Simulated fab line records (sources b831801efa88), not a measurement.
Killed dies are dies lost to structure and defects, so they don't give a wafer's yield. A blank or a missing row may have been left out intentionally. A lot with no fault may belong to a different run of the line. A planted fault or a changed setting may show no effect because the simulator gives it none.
fab line records ; flow sky130
record: lots: 13; wafers: 39; lastDay: 50
route steps=708 shown FIELD_ISO@1 VT_ADJUST_LVTN@116 SONOS_ONO@171 POLY_GATE@227 PAD_OPEN@708
lots that met no fault: taken from a fault-free run of the same line
startH: hours from the record's opening day to when the first of the lot's shown wafers began ; waitH: hours elapsed since this lot's preceding step ; " the same as in the row above ; L1.1+2: a row that stands for several wafers ; - value missing, or start not given ; * or withheld: withheld ; < > ~ a bound
route shown NAME@n: names a module that has steps shown in the file, with the first one's number in the route ; usual: mean/standard deviation of fault-free wafers ; same: alike in all rows ; chamber/n: place in a boat ; sites: the reading at each site ; _std_site: standard deviation across them ; _edge_site: inner sites' mean taken away from outer sites' mean ; radiusMm: for every site, how far away it sits from the centre of the wafer ; mask NAME#n: copy n ; behind: tool/chamber where the wafer was last shaped ; hold: why the lot went on hold/how many hours it stayed there/how the hold came to an end ; device: whichever transistor did not switch (one of n, p or np) ; end of line: at the end of the route, the tests of the same wafers ; a step with no rows: only its recipe ; killed: the dies lost at the first sort to structure and to defects; this is not the yield of the wafer ; map: per-die view of a wafer (x killed, . not killed, _ where there is no die)
set.NAME: the setting as run; set.NAME@STEP: as run at that earlier step ; model.NAME: the simulator's own value behind a step, which no gauge read
steps of the route over a sample of lots; a table a step, a row a wafer
services: a tool's chamber out of use, with start hour (startH, from the record's first day; less than 0 if before it), hours out, and reason
== steps ==
step: SKY_FIELD_ISO_BOW_MEAS_00
recipe: mode: bow
usual: INCOMING_BOW: 0/6.2
lot.wafer;tool;chamber;startH;waitH;INCOMING_BOW[um]
L589.1;filmMetro-01;-;10.00;-;4
L589.2;filmMetro-01;-;10.00;-;-5
L589.6;filmMetro-01;-;10.00;-;11
L591.1;filmMetro-03;-;20.00;-;5
L591.2;filmMetro-03;-;20.00;-;7
L591.5;filmMetro-03;-;20.00;-;0
L592.2;filmMetro-01;-;25.02;-;1
L592.3;filmMetro-01;-;25.02;-;9
L592.6;filmMetro-01;-;25.02;-;4
L594.3;filmMetro-02;-;35.04;-;1
L594.4;filmMetro-02;-;35.04;-;6
L594.6;filmMetro-02;-;35.04;-;5
L596.3;filmMetro-03;-;45.04;-;5
L596.5;filmMetro-03;-;45.04;-;5
L596.6;filmMetro-03;-;45.04;-;12
L602.2;filmMetro-01;-;75.02;-;-2
L602.4;filmMetro-01;-;75.02;-;6
L602.5;filmMetro-01;-;75.02;-;0
L605.2;filmMetro-03;-;90.02;-;8
L605.4;filmMetro-03;-;90.02;-;4
L605.5;filmMetro-03;-;90.02;-;1
L606.2;filmMetro-03;-;95.02;-;0
L606.5;filmMetro-03;-;95.02;-;6
L606.6;filmMetro-03;-;95.02;-;5
L607.4;filmMetro-01;-;100.06;-;-10
L607.5;filmMetro-01;-;100.06;-;2
L607.6;filmMetro-01;-;100.06;-;8
L608.1;filmMetro-03;-;105.00;-;2
L608.4;filmMetro-03;-;105.00;-;0
L608.5;filmMetro-03;-;105.00;-;5
L609.2;filmMetro-03;-;110.02;-;9
L609.3;filmMetro-03;-;110.02;-;-7
L609.5;filmMetro-03;-;110.02;-;13
L610.4;filmMetro-03;-;115.06;-;7
L610.5;filmMetro-03;-;115.06;-;10
L610.6;filmMetro-03;-;115.06;-;0
L611.2;filmMetro-03;-;120.02;-;12
L611.4;filmMetro-03;-;120.02;-;-4
L611.6;filmMetro-03;-;120.02;-;-4
step: SKY_VT_ADJUST_LVTN_IMPLANT_19
recipe: species: B; energyKev: 30; doseCm2: 6.5e+11; tiltDeg: withheld
usual: doseIonsCm2: 6.5e+11/7.2e+08; faradayCurrentUA: 3.67/0.071
lot.wafer;tool;chamber;startH;waitH;doseIonsCm2;faradayCurrentUA
L589.1;implanter-03;0;155.22;0.0;6.496e+11;3.65
L589.2;implanter-03;0;155.22;0.0;6.495e+11;3.70
L589.6;implanter-03;0;155.22;0.0;6.499e+11;3.61
L591.1;implanter-04;0;175.31;0.0;6.504e+11;3.70
L591.2;implanter-04;0;175.31;0.0;6.491e+11;3.67
L591.5;implanter-04;0;175.31;0.0;6.489e+11;3.72
L592.2;implanter-03;0;181.89;0.0;6.499e+11;3.64
L592.3;implanter-03;0;181.89;0.0;6.499e+11;3.71
L592.6;implanter-03;0;181.89;0.0;6.499e+11;3.63
L594.3;implanter-03;0;195.77;0.1;6.504e+11;3.70
L594.4;implanter-03;0;195.77;0.1;6.497e+11;3.56
L594.6;implanter-03;0;195.77;0.1;6.503e+11;3.67
L596.3;implanter-04;0;204.17;0.1;6.5e+11;3.73
L596.5;implanter-04;0;204.17;0.1;6.499e+11;3.64
L596.6;implanter-04;0;204.17;0.1;6.514e+11;3.63
L602.2;implanter-04;0;251.43;0.0;6.501e+11;3.63
L602.4;implanter-04;0;251.43;0.0;6.503e+11;3.56
L602.5;implanter-04;0;251.43;0.0;6.515e+11;3.72
L605.2;implanter-04;0;268.63;0.0;6.34e+10;0.37
L605.4;implanter-04;0;268.63;0.0;6.47e+10;0.35
L605.5;implanter-04;0;268.63;0.0;6.53e+10;0.38
L606.2;implanter-04;0;275.08;0.0;6.54e+10;0.36
L606.5;implanter-04;0;275.08;0.0;6.53e+10;0.37
L606.6;implanter-04;0;275.08;0.0;6.52e+10;0.38
L607.4;implanter-02;0;280.68;0.1;6.511e+11;3.68
L607.5;implanter-02;0;280.68;0.1;6.511e+11;3.63
L607.6;implanter-02;0;280.68;0.1;6.5e+11;3.62
L608.1;implanter-02;0;288.72;0.0;6.51e+11;3.65
L608.4;implanter-02;0;288.72;0.0;6.484e+11;3.59
L608.5;implanter-02;0;288.72;0.0;6.502e+11;3.57
L609.2;implanter-02;0;293.48;0.0;6.503e+11;3.73
L609.3;implanter-02;0;293.48;0.0;6.497e+11;3.64
L609.5;implanter-02;0;293.48;0.0;6.501e+11;3.66
L610.4;implanter-03;0;299.34;0.1;6.506e+11;3.71
L610.5;implanter-03;0;299.34;0.1;6.481e+11;3.62
L610.6;implanter-03;0;299.34;0.1;6.496e+11;3.74
L611.2;implanter-02;0;313.94;0.0;6.487e+11;3.64
L611.4;implanter-02;0;313.94;0.0;6.509e+11;3.78
L611.6;implanter-02;0;313.94;0.0;6.495e+11;3.62
step: SKY_VT_ADJUST_LVTN_TW_MEAS_21
usual: VT_ADJUST_LVTN_2_TW: 189.2/1.6
lot.wafer;tool;chamber;startH;waitH;hold;VT_ADJUST_LVTN_2_TW
L589.1;filmMetro-01;-;155.47;0.1;-;190.8
L589.2;filmMetro-01;-;155.47;0.1;-;190.4
L589.6;filmMetro-01;-;155.47;0.1;-;190.3
L591.1;filmMetro-04;-;175.56;0.1;-;190.3
L591.2;filmMetro-04;-;175.56;0.1;-;188.8
L591.5;filmMetro-04;-;175.56;0.1;-;190.1
L592.2;filmMetro-04;-;182.13;0.1;-;189.8
L592.3;filmMetro-04;-;182.13;0.1;-;189.9
L592.6;filmMetro-04;-;182.13;0.1;-;188.8
L594.3;filmMetro-03;-;195.99;0.1;-;188.2
L594.4;filmMetro-03;-;195.99;0.1;-;188.0
L594.6;filmMetro-03;-;195.99;0.1;-;187.1
L596.3;filmMetro-01;-;204.39;0.1;-;190.7
L596.5;filmMetro-01;-;204.39;0.1;-;191.3
L596.6;filmMetro-01;-;204.39;0.1;-;191.6
L602.2;filmMetro-04;-;251.67;0.1;-;188.7
L602.4;filmMetro-04;-;251.67;0.1;-;187.8
L602.5;filmMetro-04;-;251.67;0.1;-;189.5
L605.2;filmMetro-04;-;268.87;0.1;awaitDispo/0.2h/release;104.3
L605.4;filmMetro-04;-;268.87;0.1;awaitDispo/0.2h/release;103.9
L605.5;filmMetro-04;-;268.87;0.1;awaitDispo/0.2h/release;104.3
L605.2;filmMetro-04;-;269.09;0.2;-;104.3
L605.4;filmMetro-04;-;269.09;0.2;-;104.6
L605.5;filmMetro-04;-;269.09;0.2;-;104.3
L606.2;filmMetro-03;-;275.32;0.1;awaitDispo/0.2h/release;103.3
L606.5;filmMetro-03;-;275.32;0.1;awaitDispo/0.2h/release;104.5
L606.6;filmMetro-03;-;275.32;0.1;awaitDispo/0.2h/release;103.5
L606.2;filmMetro-03;-;275.54;0.2;-;104.9
L606.5;filmMetro-03;-;275.54;0.2;-;104.4
L606.6;filmMetro-03;-;275.54;0.2;-;103.6
L607.4;filmMetro-04;-;280.89;0.1;-;188.9
L607.5;filmMetro-04;-;280.89;0.1;-;189.2
L607.6;filmMetro-04;-;280.89;0.1;-;188.8
L608.1;filmMetro-01;-;288.97;0.1;-;192.1
L608.4;filmMetro-01;-;288.97;0.1;-;191.9
L608.5;filmMetro-01;-;288.97;0.1;-;192.4
L609.2;filmMetro-04;-;293.72;0.1;-;188.5
L609.3;filmMetro-04;-;293.72;0.1;-;190.2
L609.5;filmMetro-04;-;293.72;0.1;-;189.4
L610.4;filmMetro-03;-;299.55;0.1;-;188.0
L610.5;filmMetro-03;-;299.55;0.1;-;187.8
L610.6;filmMetro-03;-;299.55;0.1;-;187.6
L611.2;filmMetro-03;-;314.17;0.1;-;186.7
L611.4;filmMetro-03;-;314.17;0.1;-;188.1
L611.6;filmMetro-03;-;314.17;0.1;-;188.4
step: SKY_SONOS_ONO_THK_MEAS_03
recipe: reads: Si3N4_of_SONOS_ONO_CVD_02
usual: SONOS_ONO_CVD_02_THK: 10.51/0.15
lot.wafer;tool;chamber;startH;waitH;SONOS_ONO_CVD_02_THK[nm]
L589.1;filmMetro-03;-;245.67;0.0;10.45
L589.2;filmMetro-03;-;245.67;0.0;10.49
L589.6;filmMetro-03;-;245.67;0.0;10.48
L591.1;filmMetro-02;-;272.24;0.0;10.70
L591.2;filmMetro-02;-;272.24;0.0;10.60
L591.5;filmMetro-02;-;272.24;0.0;10.70
L592.2;filmMetro-03;-;277.30;0.0;10.48
L592.3;filmMetro-03;-;277.30;0.0;10.56
L592.6;filmMetro-03;-;277.30;0.0;10.34
L594.3;filmMetro-03;-;297.50;0.0;10.27
L594.4;filmMetro-03;-;297.50;0.0;10.18
L594.6;filmMetro-03;-;297.50;0.0;10.26
L596.3;filmMetro-01;-;306.52;0.0;10.49
L596.5;filmMetro-01;-;306.52;0.0;10.49
L596.6;filmMetro-01;-;306.52;0.0;10.50
L602.2;filmMetro-01;-;357.84;0.0;10.51
L602.4;filmMetro-01;-;357.84;0.0;10.65
L602.5;filmMetro-01;-;357.84;0.0;10.54
L607.4;filmMetro-02;-;391.76;0.0;10.35
L607.5;filmMetro-02;-;391.76;0.0;10.41
L607.6;filmMetro-02;-;391.76;0.0;10.31
L608.1;filmMetro-02;-;400.90;0.0;10.56
L608.4;filmMetro-02;-;400.90;0.0;10.64
L608.5;filmMetro-02;-;400.90;0.0;10.67
L609.2;filmMetro-03;-;412.14;0.0;10.79
L609.3;filmMetro-03;-;412.14;0.0;10.69
L609.5;filmMetro-03;-;412.14;0.0;10.79
L610.4;filmMetro-03;-;415.24;0.0;10.44
L610.5;filmMetro-03;-;415.24;0.0;10.41
L610.6;filmMetro-03;-;415.24;0.0;10.45
L611.2;filmMetro-03;-;431.13;0.0;10.48
L611.4;filmMetro-03;-;431.13;0.0;10.40
L611.6;filmMetro-03;-;431.13;0.0;10.32
step: SKY_POLY_GATE_CD_MEAS_13
recipe: targetCdNm: 150
usual: cdNm: 150.0/1.5
lot.wafer;tool;chamber;startH;waitH;cdNm
L589.1;cdSem-02;-;365.22;-;149.8
L589.2;cdSem-02;-;365.22;-;150.8
L589.6;cdSem-02;-;365.22;-;148.9
L591.1;cdSem-02;-;391.27;-;149.2
L591.2;cdSem-02;-;391.27;-;150.1
L591.5;cdSem-02;-;391.27;-;150.3
L592.2;cdSem-02;-;395.95;-;149.8
L592.3;cdSem-02;-;395.95;-;149.7
L592.6;cdSem-02;-;395.95;-;150.3
L594.3;cdSem-01;-;417.96;-;151.6
L594.4;cdSem-01;-;417.96;-;151.3
L594.6;cdSem-01;-;417.96;-;151.2
L596.3;cdSem-02;-;428.17;-;149.1
L596.5;cdSem-02;-;428.17;-;150.0
L596.6;cdSem-02;-;428.17;-;150.0
L602.2;cdSem-01;-;489.54;-;149.6
L602.4;cdSem-01;-;489.54;-;147.9
L602.5;cdSem-01;-;489.54;-;149.2
L607.4;cdSem-02;-;522.05;-;146.9
L607.5;cdSem-02;-;522.05;-;146.8
L607.6;cdSem-02;-;522.05;-;146.8
L608.1;cdSem-02;-;533.23;-;149.5
L608.4;cdSem-02;-;533.23;-;149.2
L608.5;cdSem-02;-;533.23;-;149.7
L609.2;cdSem-02;-;542.24;-;149.5
L609.3;cdSem-02;-;542.24;-;148.6
L609.5;cdSem-02;-;542.24;-;148.5
L610.4;cdSem-01;-;545.98;-;150.8
L610.5;cdSem-01;-;545.98;-;151.0
L610.6;cdSem-01;-;545.98;-;151.8
L611.2;cdSem-01;-;560.35;-;151.5
L611.4;cdSem-01;-;560.35;-;151.5
L611.6;cdSem-01;-;560.35;-;150.5
step: SKY_PAD_OPEN_PROBE_99
usual: defectLimitedYield: 82.4/2.2; killed_at_M0_to_M3: 44/7.7; killed_at_M4_up: 3.2/1.7; killedAtContacts: 24/5.3; killedAtFrontEnd: 15/4.3; killedAtOther: 0.3/0.57; killedDies: 87/11; killedOpen: 47/7.4; killedShort: 40/6.5; sort_bin_3_pad_short: 0.8/0.4; sort_bin_5_function: 10.5/1.6; sort_bin_6_memory: 6.3/1.2; sortNPass: 405/11; sortYieldPct: 82.4/2.2
same: grossDies: 492; killedAtBackSide: 0; sort_bin_4_leakage[%]: 0; sort_bin_8_speed[%]: 0
lot.wafer;tool;chamber;startH;waitH;defectLimitedYield[%];killed_at_M0_to_M3;killed_at_M4_up;killedAtContacts;killedAtFrontEnd;killedAtOther;killedDies;killedOpen;killedShort;sort_bin_3_pad_short[%];sort_bin_5_function[%];sort_bin_6_memory[%];sortNPass;sortYieldPct[%]
L594.3;prober-02;-;1111.35;0.2;85.0;38;3;18;15;0;74;42;32;0.8;9.6;4.7;418;85.0
L594.4;prober-02;-;1111.40;0.2;82.7;39;5;28;13;0;85;40;45;0.2;11.2;5.9;407;82.7
L594.6;prober-02;-;1111.50;0.2;82.7;35;4;25;21;0;85;46;39;0.4;10.0;6.9;407;82.7
L611.2;prober-02;-;1191.15;0.1;78.7;66;3;24;12;0;105;62;43;1.8;13.6;5.9;387;78.7
L611.4;prober-02;-;1191.25;0.2;77.6;50;5;36;19;0;110;65;45;0.4;14.0;7.9;382;77.6
L611.6;prober-02;-;1191.35;0.2;76.6;57;2;31;24;1;115;67;48;1.6;13.4;8.3;377;76.6
killed by level:class
L594.3 VIA1:geometricParticle:open=9 VIA3:geometricParticle:open=8 LI_CONTACT:geometricParticle:open=7 VIA2:geometricParticle:open=7 CONTACT:geometricParticle:open=6 METAL1:geometricParticle:short=4 FIELD_ISO:geometricParticle:short=3 POLY_GATE:geometricParticle:short=3
L594.4 METAL1:geometricParticle:short=11 CONTACT:geometricParticle:open=10 LOCAL_INTERCONNECT:geometricParticle:short=7 VIA2:geometricParticle:open=7 LI_CONTACT:geometricParticle:open=6 POLY_GATE:geometricParticle:open=5 VIA2:geometricParticle:short=5 VIA1:geometricParticle:open=5
L594.6 CONTACT:geometricParticle:open=10 LI_CONTACT:geometricParticle:open=9 VIA3:geometricParticle:open=7 POLY_GATE:geometricParticle:short=6 POLY_GATE:geometricParticle:open=6 METAL1:geometricParticle:short=6 VIA2:geometricParticle:open=4 VIA1:geometricParticle:short=4
L611.2 VIA1:geometricParticle:open=20 VIA2:geometricParticle:open=10 CONTACT:geometricParticle:open=9 METAL1:geometricParticle:short=7 VIA1:geometricParticle:short=7 LI_CONTACT:geometricParticle:open=6 METAL3:geometricParticle:short=6 METAL2:geometricParticle:short=6
L611.4 VIA1:geometricParticle:open=12 LI_CONTACT:geometricParticle:open=11 CONTACT:geometricParticle:open=9 VIA3:geometricParticle:open=8 LI_CONTACT:geometricParticle:short=6 CONTACT:geometricParticle:short=5 POLY_GATE:geometricParticle:short=5 POLY_GATE:geometricParticle:open=5
L611.6 VIA1:geometricParticle:open=15 LI_CONTACT:geometricParticle:open=13 VIA2:geometricParticle:open=11 METAL2:geometricParticle:short=7 CONTACT:geometricParticle:open=7 FIELD_ISO:geometricParticle:short=6 VIA3:geometricParticle:open=6 POLY_GATE:geometricParticle:short=5
== services ==
tool;chamber;startH;hours;kind
implanter-03;-;156.07;3.3;repair
implanter-03;-;165.73;5.3;pm
implanter-04;-;177.72;3.2;repair
implanter-04;-;180.95;3.5;pm
implanter-02;-;190.15;19.9;repair
implanter-03;-;216.51;4.9;repair
implanter-04;-;242.72;2.1;repair
implanter-02;-;262.81;0.6;repair
implanter-03;-;311.34;8.9;repair
== key ==
firstSign: step: SKY_VT_ADJUST_LVTN_IMPLANT_19; reading: doseIonsCm2; direction: down; sigmas: 99+; usual: *; struck: *
effect: step: SKY_VT_ADJUST_LVTN_IMPLANT_19; reading: faradayCurrentUA; direction: down; sigmas: 46; usual: 3.67; struck: 0.37
effect: step: SKY_VT_ADJUST_LVTN_TW_MEAS_21; reading: visit; direction: added
effect: step: SKY_VT_ADJUST_LVTN_TW_MEAS_21; reading: VT_ADJUST_LVTN_2_TW; direction: down; sigmas: 54; usual: 189.2; struck: 104.0
metAt SKY_VT_ADJUST_LVTN_IMPLANT_19
struckLots L605,L606
scrappedBehind SKY_VT_ADJUST_LVTN_TW_MEAS_21 L605.2,L605.4,L605.5,L606.2,L606.5,L606.6
notActingAt SKY_FIELD_ISO_BOW_MEAS_00,SKY_SONOS_ONO_THK_MEAS_03,SKY_POLY_GATE_CD_MEAS_13
onsetBetween 251.43 268.63
fault: kind: processParameterDrift; tool: implanter-04; chamber: -; onsetH: 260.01; steps: SKY_VT_ADJUST_LVTN_IMPLANT_19; channel: doseCm2; offset: *; shape: step; endH: 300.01; actsIn: *; stated: *
